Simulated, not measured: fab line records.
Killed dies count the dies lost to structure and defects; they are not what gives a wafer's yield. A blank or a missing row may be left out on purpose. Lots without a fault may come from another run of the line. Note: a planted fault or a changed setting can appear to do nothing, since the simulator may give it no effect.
Matching of chambers || flow gf180mcu || cmp-01 running GF_V3_CMP_26: 4 sister chambers
The step polishes, stops on SiO2, t overpolish 15 s, target thk 0 nm. 14 wafers are shown with their chamber, then 7 later ones without.

## WAFERS, EACH WITH ITS CHAMBER
{"wafer": "L611.1", "chamber": 3, "motor-current-A (A)": 12.2, "time-to-endpoint-s (s)": 90, "overpolish-run-s (s)": 14.982}
{"wafer": "L611.2", "chamber": 2, "motor-current-A (A)": 13.6, "time-to-endpoint-s (s)": 78, "overpolish-run-s (s)": 14.990}
{"wafer": "L611.6", "chamber": 0, "motor-current-A (A)": 14.6, "time-to-endpoint-s (s)": 78, "overpolish-run-s (s)": 15.007}
{"wafer": "L612.1", "chamber": 3, "motor-current-A (A)": 12.1, "time-to-endpoint-s (s)": 87, "overpolish-run-s (s)": 15.002}
{"wafer": "L612.3", "chamber": 2, "motor-current-A (A)": 13.0, "time-to-endpoint-s (s)": 75, "overpolish-run-s (s)": 14.986}
{"wafer": "L612.5", "chamber": 2, "motor-current-A (A)": 14.2, "time-to-endpoint-s (s)": 73, "overpolish-run-s (s)": 14.985}
{"wafer": "L614.2", "chamber": 3, "motor-current-A (A)": 11.7, "time-to-endpoint-s (s)": 86, "overpolish-run-s (s)": 15.010}
{"wafer": "L614.4", "chamber": 1, "motor-current-A (A)": 11.7, "time-to-endpoint-s (s)": 89, "overpolish-run-s (s)": 14.998}
{"wafer": "L614.5", "chamber": 3, "motor-current-A (A)": 12.1, "time-to-endpoint-s (s)": 87, "overpolish-run-s (s)": 15.000}
{"wafer": "L627.1", "chamber": 3, "motor-current-A (A)": 11.4, "time-to-endpoint-s (s)": 91, "overpolish-run-s (s)": 14.993}
{"wafer": "L627.2", "chamber": 0, "motor-current-A (A)": 14.6, "time-to-endpoint-s (s)": 80, "overpolish-run-s (s)": 14.999}
{"wafer": "L627.4", "chamber": 1, "motor-current-A (A)": 11.3, "time-to-endpoint-s (s)": 87, "overpolish-run-s (s)": 15.001}
{"wafer": "L628.1", "chamber": 3, "motor-current-A (A)": 11.6, "time-to-endpoint-s (s)": 95, "overpolish-run-s (s)": 15.007}
{"wafer": "L628.4", "chamber": 0, "motor-current-A (A)": 15.0, "time-to-endpoint-s (s)": 79, "overpolish-run-s (s)": 15.013}

SIGNATURES, as means of the wafers listed above
{"reading": "motor-current-A", "chamber 0": 14.733, "chamber 1": 11.500, "chamber 2": 13.600, "chamber 3": 11.850, "scatter within a chamber": 0.38}
{"reading": "time-to-endpoint-s", "chamber 0": 79.00, "chamber 1": 88.00, "chamber 2": 75.33, "chamber 3": 89.33, "scatter within a chamber": 2.72}
{"reading": "overpolish-run-s", "chamber 0": 15.00633, "chamber 1": 14.99950, "chamber 2": 14.98700, "chamber 3": 14.99900, "scatter within a chamber": 0.00798}
Rule: a wafer lies at a distance from a chamber equal to the root of the sum of squares, over the readings, of (its reading less the chamber's mean, divided by the reading's scatter). The wafer belongs to the nearest chamber; if the next one is less than 2 further off, it can't be placed. The scatter: the root of (the sum of the squares of (reading less its chamber's mean) over the shown wafers, divided by (wafers less chambers)).

## WAFERS MISSING THEIR CHAMBER
{"wafer": "L628.5", "motor-current-A (A)": 11.8, "time-to-endpoint-s (s)": 92, "overpolish-run-s (s)": 15.001}
{"wafer": "L629.2", "motor-current-A (A)": 12.2, "time-to-endpoint-s (s)": 92, "overpolish-run-s (s)": 15.010}
{"wafer": "L629.5", "motor-current-A (A)": 12.0, "time-to-endpoint-s (s)": 92, "overpolish-run-s (s)": 15.004}
{"wafer": "L629.6", "motor-current-A (A)": 14.5, "time-to-endpoint-s (s)": 82, "overpolish-run-s (s)": 14.986}
{"wafer": "L630.3", "motor-current-A (A)": 11.8, "time-to-endpoint-s (s)": 85, "overpolish-run-s (s)": 14.982}
{"wafer": "L630.4", "motor-current-A (A)": 14.7, "time-to-endpoint-s (s)": 77, "overpolish-run-s (s)": 14.996}
{"wafer": "L630.5", "motor-current-A (A)": 11.7, "time-to-endpoint-s (s)": 95, "overpolish-run-s (s)": 15.004}

## THE CHAMBER EACH PASSED THROUGH
{"wafer": "L628.5", "from the rows above": "can't be placed: 3 or 1", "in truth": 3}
{"wafer": "L629.2", "from the rows above": "can't be placed: 3 or 1", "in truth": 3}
{"wafer": "L629.5", "from the rows above": "can't be placed: 3 or 1", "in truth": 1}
{"wafer": "L629.6", "from the rows above": "can't be placed: 0 or 2", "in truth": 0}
{"wafer": "L630.3", "from the rows above": "can't be placed: 1 or 3", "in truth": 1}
{"wafer": "L630.4", "from the rows above": "can't be placed: 0 or 2", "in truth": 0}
{"wafer": "L630.5", "from the rows above": "can't be placed: 3 or 1", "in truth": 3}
Placed correctly: 0 of 7. From these rows, 7 cannot be placed; in 7 the true chamber is one of the candidates. Number placed wrongly: 0.
